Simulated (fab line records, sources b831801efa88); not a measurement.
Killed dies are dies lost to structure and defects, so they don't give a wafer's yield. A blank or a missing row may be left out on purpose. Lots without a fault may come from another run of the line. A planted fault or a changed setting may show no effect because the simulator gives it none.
Problem report in the 8D (eight disciplines) form, filled by code | flow gf180mcu | the parts of the form that need people (team, actions taken, sign-off) are left out

1. THE PROBLEM
tube_center_temp_C at GF_DUAL_GATE_OXIDATION_15 reads a mean of 882.76 C on 9 wafers of 3 lots; wafers without a fault read 849.99 C with a standard deviation of 0.079. That is +99 or more standard deviations from the usual mean.
The step: stabilise 600 s, purge 300 s, target thk 7.098 nm.
First seen on wafer L822.1, day 12 15:25, on furnace-02. The record holds 36 wafers of 12 lots with a number at this step. Rule for "out", or "out of limits": more than 4 standard deviations from the usual mean. The other wafers with a number count as sound.

2. WHAT IT IS AND WHAT IT IS NOT
question                    | is                                                                                                                                                         | is not
which readings at this step | tube_center_temp_C, spike_tc_bottom_C, spike_tc_centre_C, spike_tc_lower_C, spike_tc_top_C, spike_tc_upper_C, tube_center_temp_C_max, zone_power_upper_pct | -
which lots                  | L822, L823, L824                                                                                                                                           | L813, L814, L815, L819, L820, L821, L831, L833, L834
which wafers of those lots  | all that have a number                                                                                                                                     | -
read on which tools         | furnace-02                                                                                                                                                 | furnace-01
when                        | from day 12 15:25                                                                                                                                          | up to then (18 sound wafers); but 9 sound wafers of L831, L833, L834 came after

3. SUSPECTS, AND WHAT RULES EACH OUT
Counting: a tool at a process step up to the reading stays a suspect if it ran every lot that is out and no sound lot after the first of them.
- furnace-02 at GF_DUAL_GATE_OXIDATION_15 (stabilise 600 s, purge 300 s, target thk 7.098 nm): ruled out as a lasting fault. Sound lots L834 ran on it after its first lot that is out, L822 (day 12 15:25).
Left after counting: nothing in the record.

4. THE CAUSE (what the simulator had put in)
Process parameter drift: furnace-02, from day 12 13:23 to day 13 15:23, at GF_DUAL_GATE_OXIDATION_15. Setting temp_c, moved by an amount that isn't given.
Counting ruled it out, wrongly.

5. THE CHAIN OF EFFECTS, in route order
Each row: a reading whose mean over the struck wafers that have a number lies more than 3 standard deviations from the usual. Only readings for which the record gives a usual standard deviation are gone through. hours: the time from each lot's start at the first step in this table that gives one to its start at this step, as a median over the lots. sigmas: the change in usual standard deviations.
hours | step                      | reading                | usual    | on struck wafers | change | sigmas
0     | GF_DUAL_GATE_OXIDATION_15 | spike_tc_bottom_C      | 864.4 C  | 897.7            | +33.3  | +24
0     | GF_DUAL_GATE_OXIDATION_15 | spike_tc_centre_C      | 850.4 C  | 883.8            | +33.4  | +33
0     | GF_DUAL_GATE_OXIDATION_15 | spike_tc_lower_C       | 851.1 C  | 884.6            | +33.5  | +30
0     | GF_DUAL_GATE_OXIDATION_15 | spike_tc_top_C         | 863.0 C  | 892.9            | +29.9  | +12
0     | GF_DUAL_GATE_OXIDATION_15 | spike_tc_upper_C       | 850.4 C  | 883.0            | +32.6  | +34
0     | GF_DUAL_GATE_OXIDATION_15 | tube_center_temp_C     | 849.99 C | 882.76           | +32.77 | +99 or more
0     | GF_DUAL_GATE_OXIDATION_15 | tube_center_temp_C_max | 852.1    | 884.9            | +32.8  | +94
0     | GF_DUAL_GATE_OXIDATION_15 | zone_power_bottom_pct  | 24.5 %   | 26.3             | +1.8   | +5.6
0     | GF_DUAL_GATE_OXIDATION_15 | zone_power_upper_pct   | 15.23 %  | 16.37            | +1.14  | +6.7
The process steps in it:
- GF_DUAL_GATE_OXIDATION_15: stabilise 600 s, purge 300 s, target thk 7.098 nm.
Later measuring or inspecting steps at which every struck wafer that the step has a row for has a number for every such reading, and none has moved that far: GF_M2_CD_MEAS_14.

6. WHAT WOULD HAVE CAUGHT IT SOONER
In this record the first reading out of limits was taken at day 12 15:25, 2 hours after the fault began at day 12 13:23.
